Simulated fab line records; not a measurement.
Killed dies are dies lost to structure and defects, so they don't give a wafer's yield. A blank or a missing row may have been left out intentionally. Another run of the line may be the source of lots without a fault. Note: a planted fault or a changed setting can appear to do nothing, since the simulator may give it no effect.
The tool behind it: which one? / flow sky130 / 9 lots, 27 wafers sampled, at 5 steps of a route of 708

## WHAT EACH GAUGE READ, for each wafer
SKY_VIA2_OVL_MEAS_13.
lot=L588; measured=day 37 21:31; on=overlay-01; VIA2_OVL (nm)=-2 -3 -1
lot=L590; measured=day 38 08:54; on=overlay-01; VIA2_OVL (nm)=1 5 0
lot=L591; measured=day 38 17:36; on=overlay-02; VIA2_OVL (nm)=-5 -2 -5
lot=L599; measured=day 41 12:18; on=overlay-02; VIA2_OVL (nm)=-5 0 -7
lot=L601; measured=day 42 00:38; on=overlay-02; VIA2_OVL (nm)=9 6 -1
lot=L602; measured=day 42 04:32; on=overlay-02; VIA2_OVL (nm)=3 6 8
lot=L603; measured=day 42 05:25; on=overlay-02; VIA2_OVL (nm)=-11 -7 -8
lot=L606; measured=day 42 23:29; on=overlay-02; VIA2_OVL (nm)=4 -3 -8
lot=L610; measured=day 43 17:04; on=overlay-02; VIA2_OVL (nm)=-3 -3 4

SKY_CAPM_RS_MEAS_03: measures by four-point-probe.
lot=L588; measured=day 37 23:28; on=film_metro-04; CAPM_TIN_RS (ohm/sq)=6.70 6.73 6.73
lot=L590; measured=day 38 10:41; on=film_metro-03; CAPM_TIN_RS (ohm/sq)=6.94 6.94 6.88
lot=L591; measured=day 38 19:28; on=film_metro-01; CAPM_TIN_RS (ohm/sq)=6.95 7.05 6.99
lot=L599; measured=day 41 14:13; on=film_metro-01; CAPM_TIN_RS (ohm/sq)=6.86 7.01 6.99
lot=L601; measured=day 42 02:29; on=film_metro-03; CAPM_TIN_RS (ohm/sq)=6.87 6.92 16.13
lot=L602; measured=day 42 06:19; on=film_metro-04; CAPM_TIN_RS (ohm/sq)=6.95 7.00 6.97
lot=L603; measured=day 42 07:16; on=film_metro-01; CAPM_TIN_RS (ohm/sq)=6.99 15.54 15.99
lot=L606; measured=day 43 01:23; on=film_metro-04; CAPM_TIN_RS (ohm/sq)=6.87 6.92 6.84
lot=L610; measured=day 43 18:49; on=film_metro-01; CAPM_TIN_RS (ohm/sq)=6.93 7.00 7.10

SKY_CAPM_THK_MEAS_04: measures by xrf.
lot=L588; measured=day 37 23:34; on=film_metro-04; CAPM_TIN_THK (nm)=207.6 206.3 205.2
lot=L590; measured=day 38 10:48; on=film_metro-03; CAPM_TIN_THK (nm)=200.3 199.9 202.2
lot=L591; measured=day 38 19:35; on=film_metro-01; CAPM_TIN_THK (nm)=199.9 197.6 200.0
lot=L599; measured=day 41 14:19; on=film_metro-01; CAPM_TIN_THK (nm)=204.1 200.8 201.0
lot=L601; measured=day 42 02:37; on=film_metro-03; CAPM_TIN_THK (nm)=203.3 200.4 88.7
lot=L602; measured=day 42 06:26; on=film_metro-04; CAPM_TIN_THK (nm)=199.5 198.6 199.2
lot=L603; measured=day 42 07:22; on=film_metro-01; CAPM_TIN_THK (nm)=199.6 92.0 90.0
lot=L606; measured=day 43 01:30; on=film_metro-04; CAPM_TIN_THK (nm)=201.3 200.4 202.2
lot=L610; measured=day 43 18:56; on=film_metro-01; CAPM_TIN_THK (nm)=202.6 200.0 197.0

## EACH LOT AND THE TOOL THAT RAN IT (in order: tool; ch and the chambers of the sampled wafers; start)
lot=L588; SKY_VIA2_ETCH_14=rie_diel-03 ch 1,2, day 37 21:32; SKY_CAPM_SPUTTER_02=pvd_sputter-02, day 37 23:19
lot=L590; SKY_VIA2_ETCH_14=rie_diel-04 ch 0,2,3, day 38 08:56; SKY_CAPM_SPUTTER_02=pvd_sputter-01, day 38 10:34
lot=L591; SKY_VIA2_ETCH_14=rie_diel-04 ch 0,2,3, day 38 17:38; SKY_CAPM_SPUTTER_02=pvd_sputter-02, day 38 19:21
lot=L599; SKY_VIA2_ETCH_14=rie_diel-04 ch 0,1,3, day 41 12:19; SKY_CAPM_SPUTTER_02=pvd_sputter-01, day 41 14:03
lot=L601; SKY_VIA2_ETCH_14=rie_diel-03 ch 1,2,3, day 42 00:40; SKY_CAPM_SPUTTER_02=pvd_sputter-01, day 42 02:23
lot=L602; SKY_VIA2_ETCH_14=rie_diel-03 ch 1,2, day 42 04:34; SKY_CAPM_SPUTTER_02=pvd_sputter-04, day 42 06:13
lot=L603; SKY_VIA2_ETCH_14=rie_diel-04 ch 0,2,3, day 42 05:26; SKY_CAPM_SPUTTER_02=pvd_sputter-01, day 42 07:07
lot=L606; SKY_VIA2_ETCH_14=rie_diel-03 ch 0,2, day 42 23:31; SKY_CAPM_SPUTTER_02=pvd_sputter-02, day 43 01:16
lot=L610; SKY_VIA2_ETCH_14=rie_diel-01 ch 0,1,3, day 43 17:05; SKY_CAPM_SPUTTER_02=pvd_sputter-02, day 43 18:43
- SKY_VIA2_ETCH_14: etches BARC in N2/H2, stops on SiO2, time 45.9 s, target depth 60 nm.
- SKY_CAPM_SPUTTER_02: material TiN, target thk 200 nm, time 166.7 s.

## WHAT THE TOOLS THEMSELVES READ (means of the sampled wafers that have a number; where no wafer has one, the mark that the record gives instead)
SKY_VIA2_ETCH_14.
lot=L588; tool=rie_diel-03; drypump_motor_current_A (A)=6.1; oes_product_au (a.u.)=0.855; rf_fwd_power_W (W)=494.7; throttle_valve_pct (%)=13.226
lot=L590; tool=rie_diel-04; drypump_motor_current_A (A)=5.5; oes_product_au (a.u.)=0.853; rf_fwd_power_W (W)=495.3; throttle_valve_pct (%)=13.225
lot=L591; tool=rie_diel-04; drypump_motor_current_A (A)=5.5; oes_product_au (a.u.)=0.855; rf_fwd_power_W (W)=496.2; throttle_valve_pct (%)=13.224
lot=L599; tool=rie_diel-04; drypump_motor_current_A (A)=5.6; oes_product_au (a.u.)=0.854; rf_fwd_power_W (W)=493.6; throttle_valve_pct (%)=13.227
lot=L601; tool=rie_diel-03; drypump_motor_current_A (A)=5.8; oes_product_au (a.u.)=0.855; rf_fwd_power_W (W)=493.9; throttle_valve_pct (%)=13.219
lot=L602; tool=rie_diel-03; drypump_motor_current_A (A)=5.9; oes_product_au (a.u.)=0.853; rf_fwd_power_W (W)=492.9; throttle_valve_pct (%)=13.222
lot=L603; tool=rie_diel-04; drypump_motor_current_A (A)=5.5; oes_product_au (a.u.)=0.859; rf_fwd_power_W (W)=494.4; throttle_valve_pct (%)=13.212
lot=L606; tool=rie_diel-03; drypump_motor_current_A (A)=5.9; oes_product_au (a.u.)=0.859; rf_fwd_power_W (W)=495.4; throttle_valve_pct (%)=13.214
lot=L610; tool=rie_diel-01; drypump_motor_current_A (A)=5.8; oes_product_au (a.u.)=0.853; rf_fwd_power_W (W)=495.2; throttle_valve_pct (%)=13.219

SKY_CAPM_SPUTTER_02.
lot=L588; tool=pvd_sputter-02; throttle_valve_pct (%)=30.0
lot=L590; tool=pvd_sputter-01; throttle_valve_pct (%)=29.8
lot=L591; tool=pvd_sputter-02; throttle_valve_pct (%)=30.3
lot=L599; tool=pvd_sputter-01; throttle_valve_pct (%)=29.7
lot=L601; tool=pvd_sputter-01; throttle_valve_pct (%)=30.3
lot=L602; tool=pvd_sputter-04; throttle_valve_pct (%)=29.9
lot=L603; tool=pvd_sputter-01; throttle_valve_pct (%)=29.8
lot=L606; tool=pvd_sputter-02; throttle_valve_pct (%)=29.2
lot=L610; tool=pvd_sputter-02; throttle_valve_pct (%)=29.6

## THE ANSWER, worked out from the rows above alone
Rule: the usual values come from the lots themselves. The widest of any qualifying gaps counts: lots, ordered by their means at a reading, are off when they make up no more than a third of the lots, leave a main group of 4 or more, and stand apart from it by 3 or more times the standard deviation of that group's means. A main group whose means are all the same, to the digits that the tables above print for the reading, isn't used. Also off: a lot with no number at a reading for which 4 or more lots have one. Any other lot the step has rows for is counted as sound. After the gauges, taken in route order, come the tools' own readings; for these a lot's mean is taken, as printed above. The first step at which some lot is off is used, and at that step the reading that is off furthest; a lot without a number counts as furthest.
Off: at SKY_CAPM_RS_MEAS_03 (CAPM_TIN_RS), L601, L603. For the main group the mean is 6.92 ohm/sq and the standard deviation 0.092.
If a tool, at a process step before that reading, ran all the lots that are off and no sound lot after the first of them, it fits. Those tools and the gauges at SKY_CAPM_RS_MEAS_03 are tried in the same way. One fits: SKY_CAPM_SPUTTER_02 on pvd_sputter-01. Its last sound lot is L599 (day 41 14:03), its first lot that is off L601 (day 42 02:23): a fault that began between those two fits.

## WHAT HAD BEEN PUT IN BY THE SIMULATOR
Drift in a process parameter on pvd_sputter-01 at SKY_CAPM_SPUTTER_02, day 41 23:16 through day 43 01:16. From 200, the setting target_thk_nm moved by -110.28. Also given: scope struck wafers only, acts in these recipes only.
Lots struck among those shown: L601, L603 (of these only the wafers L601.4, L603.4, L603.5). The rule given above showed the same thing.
